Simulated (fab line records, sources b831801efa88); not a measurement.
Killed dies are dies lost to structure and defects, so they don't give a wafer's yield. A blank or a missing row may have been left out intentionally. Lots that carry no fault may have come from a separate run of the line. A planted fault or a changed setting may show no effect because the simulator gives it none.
Code-filled problem report in 8D (eight disciplines) form    flow gf180mcu    the parts of the form that need people (team, actions taken, sign-off) are left out

## 1. THE PROBLEM
Mean of biasW at GF_POLY_GATE_ETCH_13: 95.09 W across 3 wafers in 2 lots; on wafers with no fault it is 99.98 W (standard deviation 0.29). Measured from the usual mean, that is -17 standard deviations.
The step: etches poly-Si in HBr/Cl2, stops on SiO2, target depth 198.5 nm, time 69.6 s.
Seen first at day 13 23:25 on rieSi-01, wafer L117.4. At this step, 18 wafers from 6 lots have a number in the record. By rule, "out" or "out of limits" means more than 4 standard deviations away from the usual mean. The rest of the wafers with a number are treated as sound.

## 2. WHAT THIS IS AND IS NOT
question                     is                      is not
which readings at this step  biasW                   drypumpMotorCurrentA, oesProductAu
which lots                   L116, L117              L106, L112, L115, L120
which wafers of those lots   L116.2, L117.4, L117.6  L116.3, L116.5, L117.5
read on which tools          rieSi-01                rieSi-02
when                         from day 13 23:25       up to then (10 sound wafers); but 5 sound wafers of L116, L120 came after

## 3. SUSPECTS, AND WHAT RULES EACH OUT
Counting: a tool at a process step up to the reading stays a suspect if it ran every lot that is out. Sound lots after the first of them don't rule it out here, since some wafers of a struck lot are sound.
- rieSi-01 at GF_POLY_GATE_ETCH_13 (etches poly-Si in HBr/Cl2, stops on SiO2, target depth 198.5 nm, time 69.6 s): kept. It processed each lot that is out (first: L117, day 13 23:25); up to then, its last sound lot is L112 (day 12 09:59). Its own readings are out on those wafers: biasW.
- At GF_POLY_GATE_ETCH_13, inside rieSi-01: chamber 1 took the wafers that are out, while their sound lot-mates went through chambers 2, 3.
The count leaves rieSi-01 at GF_POLY_GATE_ETCH_13.

## 4. THE CAUSE (what the simulator had put in)
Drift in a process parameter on rieSi-01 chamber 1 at GF_POLY_GATE_ETCH_13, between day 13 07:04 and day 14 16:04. From 100, the setting biasW moved by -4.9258. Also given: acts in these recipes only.
After counting, this tool was the only one left.

## 5. SEQUENCE OF EFFECTS, ordered by route
Rows list readings where the struck wafers' mean (over those with a number) sits beyond 3 standard deviations from the usual. Only readings whose record carries a usual standard deviation are examined. hours: median over the lots of the time between each lot's start at the first step of this table that gives one and its start at this step. sigmas: the change, counted in usual standard deviations.
hours  step                  reading  usual    on struck wafers  change  sigmas
0      GF_POLY_GATE_ETCH_13  biasW    99.98 W  95.09             -4.89   -17
It contains these process steps:
- GF_POLY_GATE_ETCH_13: etches poly-Si in HBr/Cl2, stops on SiO2, target depth 198.5 nm, time 69.6 s.

## 6. HOW IT WOULD HAVE BEEN CAUGHT EARLIER
First out-of-limits reading in this record: day 13 23:25, which is 16 hours after fault onset at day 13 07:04.
